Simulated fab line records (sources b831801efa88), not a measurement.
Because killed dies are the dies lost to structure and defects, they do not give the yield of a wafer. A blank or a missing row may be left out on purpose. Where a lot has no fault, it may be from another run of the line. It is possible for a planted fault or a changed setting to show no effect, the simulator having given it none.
The tool behind it: which one? + flow sky130 + 12 lots with 36 wafers sampled at 2 steps, on a route of 708 steps

== WHAT EACH GAUGE READ, for each wafer ==
SKY_CONTACT_RS_MEAS_25: a four-point-probe measurement.
| lot  | measured     | on            | CONTACT_W_RS (ohm/sq) |
|------|--------------|---------------|-----------------------|
| L075 | day 31 07:31 | film_metro-01 | 0.339 0.336 0.335     |
| L077 | day 32 05:53 | film_metro-03 | 0.331 0.328 0.333     |
| L079 | day 33 13:32 | film_metro-01 | 0.336 0.340 0.340     |
| L081 | day 34 00:51 | film_metro-04 | 0.339 0.337 0.339     |
| L083 | day 34 18:51 | film_metro-04 | 0.341 0.342 0.348     |
| L084 | day 35 19:38 | film_metro-04 | 0.344 0.343 0.345     |
| L086 | day 36 07:09 | film_metro-01 | 0.339 0.339 0.337     |
| L090 | day 36 19:40 | film_metro-03 | 0.336 0.338 0.338     |
| L091 | day 36 23:19 | film_metro-03 | 0.338 0.339 0.337     |
| L092 | day 37 18:26 | film_metro-04 | 0.336 0.342 0.338     |
| L095 | day 38 05:09 | film_metro-04 | 0.334 0.339 0.344     |
| L097 | day 38 19:40 | film_metro-04 | 0.336 0.335 0.332     |

== EACH LOT AND THE TOOL THAT RAN IT (in order: tool; ch and the chambers of the sampled wafers; start) ==
| lot  | SKY_CONTACT_CVD_24            |
|------|-------------------------------|
| L075 | cvd_w-02 ch 0,1, day 31 07:24 |
| L077 | cvd_w-01 ch 0,1, day 32 05:46 |
| L079 | cvd_w-01 ch 0,1, day 33 13:24 |
| L081 | cvd_w-02 ch 0,1, day 34 00:43 |
| L083 | cvd_w-02 ch 0,1, day 34 18:43 |
| L084 | cvd_w-02 ch 0,1, day 35 19:32 |
| L086 | cvd_w-01 ch 0,1, day 36 07:02 |
| L090 | cvd_w-01 ch 1, day 36 19:33   |
| L091 | cvd_w-01 ch 0,1, day 36 23:12 |
| L092 | cvd_w-01 ch 0,1, day 37 18:19 |
| L095 | cvd_w-01 ch 0,1, day 38 05:02 |
| L097 | cvd_w-01 ch 0,1, day 38 19:33 |
- SKY_CONTACT_CVD_24: deposits W, target thk 340 nm, time 102.12 s.

== THE ANSWER, worked out from the rows above alone ==
Rule: what is usual is taken from the lots themselves. Put in order of their means at a reading, lots are off if they are a third of the lots or fewer, leave a main group of 4 or more, and stand apart from it by a gap of 3 or more times the standard deviation of the main group's means; of several such gaps the widest counts. Not used: any main group whose means are identical at the precision the tables above print for the reading. Also off: a lot with no number at a reading for which 4 or more lots have one. Any other lot the step has rows for is counted as sound.
Across all readings shown, no lot is off: no conclusion can be drawn from this.

== WHAT THE SIMULATOR PUT IN ==
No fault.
